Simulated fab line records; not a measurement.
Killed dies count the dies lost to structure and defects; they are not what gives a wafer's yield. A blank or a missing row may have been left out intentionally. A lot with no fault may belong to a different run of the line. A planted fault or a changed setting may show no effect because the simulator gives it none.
A struck lot beside a sound one || flow sky130 || 16 out of 708 route steps
Sound: these wafers, L523.1, L523.3, L523.5. Wafers struck: L515.1, L515.5, L515.6. The cause comes at the end.
Per side, at each step with rows, come the tool, then ch with its chambers, and then its first start. Under that, the readings that differ: sound wafers || struck wafers || difference of the means || sigmas: that difference in standard deviations of wafers without a fault.
alike: readings whose means differ by less than 2 such deviations, and words and numbers that are the same on both sides. not compared: withheld readings, readings that some wafer has no value for, bounds like >300 that may hide the same value, and numbers for which the record gives no deviation and whose values overlap.
A row with sigmas, a row that says differs or no value, or rows on one side alone: a step with any of these is where the two part. Numbers that don't overlap but have no deviation are shown without sigmas and don't part them. Lack of a reading on every wafer of one side parts them only where that side has two or more wafers.

first, 2 steps without rows for these wafers: SKY_VT_ADJUST_PCH_PEB_05; SKY_VT_ADJUST_PCH_DEVELOP_06 (develop time 60 s).
SKY_VT_ADJUST_PCH_OVL_MEAS_07:
  sound on overlay-01, day 15 08:43; struck on overlay-02, day 12 16:45
  alike: VT_ADJUST_PCH_OVL
following that, these wafers have no rows for 1 step: SKY_VT_ADJUST_PCH_IMPLANT_08.
SKY_VT_ADJUST_PCH_STRIP_09: strips in O2/N2.
  sound on plasma_asher-03 ch 0,1, day 15 08:54; struck on plasma_asher-04 ch 0,1, day 12 16:56
  alike: drypump_motor_current_A, n2_flow_sccm, oes_product_au, strip_time_to_endpoint_s
  not compared: rf_hours_counter_h
SKY_VT_ADJUST_PCH_TW_MEAS_10:
  sound on film_metro-02, day 15 09:02; struck on film_metro-01, day 12 17:02
  alike: VT_ADJUST_PCH_TW
then, 6 steps without rows for these wafers: SKY_SONOS_TUNNEL_DEHYDRATE_00 (time 60 s); SKY_SONOS_TUNNEL_HMDS_01 (prime time 60 s); SKY_SONOS_TUNNEL_COAT_02 (resist thk 1140 nm); SKY_SONOS_TUNNEL_SOFTBAKE_03 (time 60 s); SKY_SONOS_TUNNEL_EXPOSE_04 (exposes mask TUNM, target cd 410 nm); SKY_SONOS_TUNNEL_PEB_05.
SKY_SONOS_TUNNEL_DEVELOP_06: develop time 60 s.
  sound on litho_track-03 ch 0, day 16 13:10; struck on litho_track-01 ch 0, day 13 18:02
{"reading": "resist_line_temp_C (C)", "sound": "23.14 23.17 23.03", "struck": "22.79 22.65 22.97", "difference": -0.31, "sigmas": -3}
SKY_SONOS_TUNNEL_CD_MEAS_07: the cd target is 410 nm.
  sound on cd_sem-02, day 16 13:19; struck on cd_sem-01, day 13 18:11
{"reading": "cd_nm (nm)", "sound": "409.0 409.6 408.3", "struck": "396.8 394.2 395.4", "difference": -13.5, "sigmas": -6}
SKY_SONOS_TUNNEL_OVL_MEAS_08:
  sound on overlay-02, day 16 13:26; struck on overlay-02, day 13 18:18
  alike: SONOS_TUNNEL_OVL
following that, these wafers have no rows for 1 step: SKY_PAD_OPEN_PROBE_99.

== WHERE THEY PART ==
Earliest at SKY_SONOS_TUNNEL_DEVELOP_06; latest, in this record, at SKY_SONOS_TUNNEL_CD_MEAS_07. Later steps at which nothing parts them and some readings are alike: SKY_SONOS_TUNNEL_OVL_MEAS_08.

WHY: whatever the simulator had introduced
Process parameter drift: litho_track-01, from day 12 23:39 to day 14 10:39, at SKY_SONOS_TUNNEL_DEVELOP_06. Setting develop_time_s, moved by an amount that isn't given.
